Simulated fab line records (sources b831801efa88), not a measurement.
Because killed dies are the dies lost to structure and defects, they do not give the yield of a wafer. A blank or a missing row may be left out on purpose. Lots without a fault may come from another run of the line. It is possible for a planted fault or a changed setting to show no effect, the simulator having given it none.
Check of tool commonality | flow gf180mcu | Sample size 11 lots and 33 wafers

## WHAT PROMPTED THE OPENING
At GF_LVPWELL_TW_MEAS_11 the reading LVPWELL_TW is flagged on 3 of 11 lots. Fault-free wafers read 556, with a standard deviation of 3.4.
Rule: a lot is flagged in two cases, either no wafer of it has a number, or all its wafers with numbers fall more than 4 standard deviations from that mean. As for the other lots, they are considered sound.

lot  | measured    | on            | LVPWELL_TW, wafer by wafer | flag
L857 | day 4 04:17 | film metro-02 | 559 560 557                |
L859 | day 4 16:17 | film metro-01 | 555 555 554                |
L860 | day 4 19:20 | film metro-02 | 560 560 556                |
L863 | day 5 20:47 | film metro-02 | 555 560 557                |
L864 | day 5 22:35 | film metro-02 | 560 558 558                |
L866 | day 6 10:26 | film metro-01 | 557 556 558                |
L868 | day 6 20:01 | film metro-02 | 556 559 556                |
L869 | day 6 23:32 | film metro-04 | 553 550 547                |
L876 | day 8 13:04 | film metro-02 | 529 534 533                | FLAGGED
L877 | day 8 19:31 | film metro-01 | 534 532 532                | FLAGGED
L878 | day 8 22:32 | film metro-02 | 529 532 532                | FLAGGED
The mean of the flagged lots' numbers is 532, -24 from the usual (-7 standard deviations).

## LOT BY LOT: THE TOOL USED
3 process steps preceding the reading are held in the record, out of 602 steps in the route. Every cell lists first the tool, next ch and the chambers used by the sampled wafers, and last the start.
lot  | flag    | GF_STI_STRIP_15                     | GF_NWELL_STRIP_10                   | GF_LVPWELL_IMPLANT_08
L857 |         | plasma asher-03 ch 0,1, day 2 08:37 | plasma asher-01 ch 0,1, day 3 14:46 | implanter-01 ch 0, day 4 03:53
L859 |         | plasma asher-03 ch 0,1, day 2 18:36 | plasma asher-02 ch 0,1, day 4 01:40 | implanter-03 ch 0, day 4 15:54
L860 |         | plasma asher-02 ch 0,1, day 2 22:10 | plasma asher-02 ch 0,1, day 4 04:46 | implanter-01 ch 0, day 4 18:56
L863 |         | plasma asher-04 ch 0, day 3 14:07   | plasma asher-03 ch 0, day 5 05:52   | implanter-03 ch 0, day 5 20:23
L864 |         | plasma asher-04 ch 0,1, day 3 19:08 | plasma asher-03 ch 0,1, day 5 07:20 | implanter-01 ch 0, day 5 22:14
L866 |         | plasma asher-03 ch 0,1, day 4 07:32 | plasma asher-01 ch 0,1, day 5 18:28 | implanter-03 ch 0, day 6 10:03
L868 |         | plasma asher-04 ch 0,1, day 4 18:49 | plasma asher-03 ch 0,1, day 6 05:28 | implanter-01 ch 0, day 6 19:38
L869 |         | plasma asher-03 ch 0,1, day 4 21:23 | plasma asher-03 ch 0,1, day 6 08:34 | implanter-01 ch 0, day 6 23:08
L876 | FLAGGED | plasma asher-04 ch 0,1, day 6 09:16 | plasma asher-02 ch 0,1, day 7 21:13 | implanter-01 ch 0, day 8 12:41
L877 | FLAGGED | plasma asher-02 ch 0,1, day 6 14:01 | plasma asher-02 ch 0,1, day 8 02:19 | implanter-01 ch 0, day 8 19:05
L878 | FLAGGED | plasma asher-02 ch 0,1, day 6 18:58 | plasma asher-01 ch 0,1, day 8 06:13 | implanter-01 ch 0, day 8 22:08
What the steps here do:
- GF_STI_STRIP_15: strips in O2/N2.
- GF_NWELL_STRIP_10: strips in O2/N2.
- GF_LVPWELL_IMPLANT_08
- GF_LVPWELL_TW_MEAS_11

## FLAGGED OVER TOTAL, TOOL BY TOOL (the gauges that took the reading come last)
step                  | tool            | lots run | flagged | share of the flagged lots | sound lots run after its first flagged lot
GF_STI_STRIP_15       | plasma asher-02 | 3        | 2       | some                      | 0
GF_STI_STRIP_15       | plasma asher-03 | 4        | 0       | none                      | -
GF_STI_STRIP_15       | plasma asher-04 | 4        | 1       | some                      | 0
GF_NWELL_STRIP_10     | plasma asher-01 | 3        | 1       | some                      | 0
GF_NWELL_STRIP_10     | plasma asher-02 | 4        | 2       | some                      | 0
GF_NWELL_STRIP_10     | plasma asher-03 | 4        | 0       | none                      | -
GF_LVPWELL_IMPLANT_08 | implanter-01    | 8        | 3       | all                       | 0
GF_LVPWELL_IMPLANT_08 | implanter-03    | 3        | 0       | none                      | -
GF_LVPWELL_TW_MEAS_11 | film metro-01   | 3        | 1       | some                      | 0
GF_LVPWELL_TW_MEAS_11 | film metro-02   | 7        | 2       | some                      | 0
GF_LVPWELL_TW_MEAS_11 | film metro-04   | 1        | 0       | none                      | -

## WHAT IS ALLOWED BY THE TABLE
In the table, 1 row covers all flagged lots: implanter-01 at GF_LVPWELL_IMPLANT_08.
- implanter-01 at GF_LVPWELL_IMPLANT_08 ran 8 lots, 3 of them flagged. Its last sound lot is L869 (day 6 23:08), its first flagged lot L876 (day 8 12:41): a fault that began between those two fits. Its own readings lie more than 4 standard deviations out on every wafer of the flagged lots: dose ions cm2, faraday current uA.
Just one tool remains: implanter-01 at GF_LVPWELL_IMPLANT_08.

## WHAT THE SIMULATOR PUT IN
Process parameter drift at GF_LVPWELL_IMPLANT_08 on implanter-01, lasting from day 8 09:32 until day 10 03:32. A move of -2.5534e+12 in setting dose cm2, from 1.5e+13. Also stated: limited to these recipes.
Shown lots that were struck: L876, L877, L878. This agrees with what the rule above found.
